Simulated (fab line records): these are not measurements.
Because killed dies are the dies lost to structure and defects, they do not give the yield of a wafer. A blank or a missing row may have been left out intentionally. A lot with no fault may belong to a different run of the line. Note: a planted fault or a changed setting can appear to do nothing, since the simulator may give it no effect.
A struck lot beside a sound one    flow sky130    14 out of 708 route steps
Sound: the wafers L906.1, L906.2, L906.3. Wafers L908.1, L908.3, L908.4 were the ones struck. The cause is named last.
For every step that has rows: the tool of each side, followed by ch and its chambers, followed by its first start. Under that, the readings that differ: sound wafers    struck wafers    difference of the means    sigmas: that difference in standard deviations of wafers without a fault.
alike: same words and numbers on both sides, and readings whose means sit less than 2 such deviations apart. not compared: any withheld reading, any reading some wafer has no value for, any bound like >300 that may hide the same value, and any number with overlapping values for which the record gives no deviation.
The two part at a step that has a row with sigmas, a row that says differs or no value, or rows on one side only. Numbers that don't overlap but have no deviation are shown without sigmas and don't part them. A reading missing from all wafers of one side parts the sides only when that side holds two or more wafers.

SKY_METAL4_SPUTTER_04: material TiN, target thk 70 nm, time 58.3 s.
  sound on pvdSputter-02 at day 42 05:11; struck on pvdSputter-01 at day 42 09:59
  alike: cathodeDcPowerW, throttleValvePct
SKY_CAP2M_CVD_00: deposits SiO2, target thk 15.5 nm.
  sound on pecvd-04 ch 0,1, day 42 05:14; struck on pecvd-03 ch 0,1,2, day 42 10:02
  alike: heaterPowerW
SKY_CAP2M_THK_MEAS_01:
  sound on filmMetro-03 at day 42 05:16; struck on filmMetro-04 at day 42 10:04
  alike: CAP2M_CVD_00_THK
SKY_CAP2M_SPUTTER_02: material TiN, target thk 200 nm, time 166.7 s.
  sound on pvdSputter-03 at day 42 05:20; struck on pvdSputter-02 at day 42 10:07
  alike: cathodeDcPowerW, throttleValvePct
SKY_CAP2M_RS_MEAS_03: uses a four-point probe to measure.
  sound on filmMetro-02 at day 42 05:26; struck on filmMetro-03 at day 42 10:14
  alike: CAP2M_TIN_RS
SKY_CAP2M_THK_MEAS_04: measures by xrf.
  sound on filmMetro-02 at day 42 05:34; struck on filmMetro-03 at day 42 10:21
  alike: CAP2M_TIN_THK
then, 6 steps without rows for these wafers: SKY_CAP2M_DEHYDRATE_05 (time 60 s); SKY_CAP2M_HMDS_06 (prime time 60 s); SKY_CAP2M_COAT_07 (resist thk 1140 nm); SKY_CAP2M_SOFTBAKE_08 (time 60 s); SKY_CAP2M_EXPOSE_09 (exposes mask CAP2M, target cd 1000 nm); SKY_CAP2M_PEB_10.
SKY_CAP2M_DEVELOP_11: develop time 60 s.
  sound on lithoTrack-03 ch 0, day 43 04:33; struck on lithoTrack-03, day 43 09:21
  no value came back on the struck wafers for chillPlateTempC (C), developTimeS (s); on the sound wafers chillPlateTempC (C) reads 23.06 23.14 23.19
SKY_CAP2M_OVL_MEAS_12:
  sound on overlay-02 at day 43 04:42; struck on overlay-02 at day 43 09:30
reading         sound           struck  difference                     sigmas
CAP2M_OVL (nm)  -1.2 -1.9 -0.2  - - -   no value on the struck wafers  

== WHERE THEY PART ==
Earliest at SKY_CAP2M_DEVELOP_11; latest, in this record, at SKY_CAP2M_OVL_MEAS_12.

WHY: whatever the simulator had introduced
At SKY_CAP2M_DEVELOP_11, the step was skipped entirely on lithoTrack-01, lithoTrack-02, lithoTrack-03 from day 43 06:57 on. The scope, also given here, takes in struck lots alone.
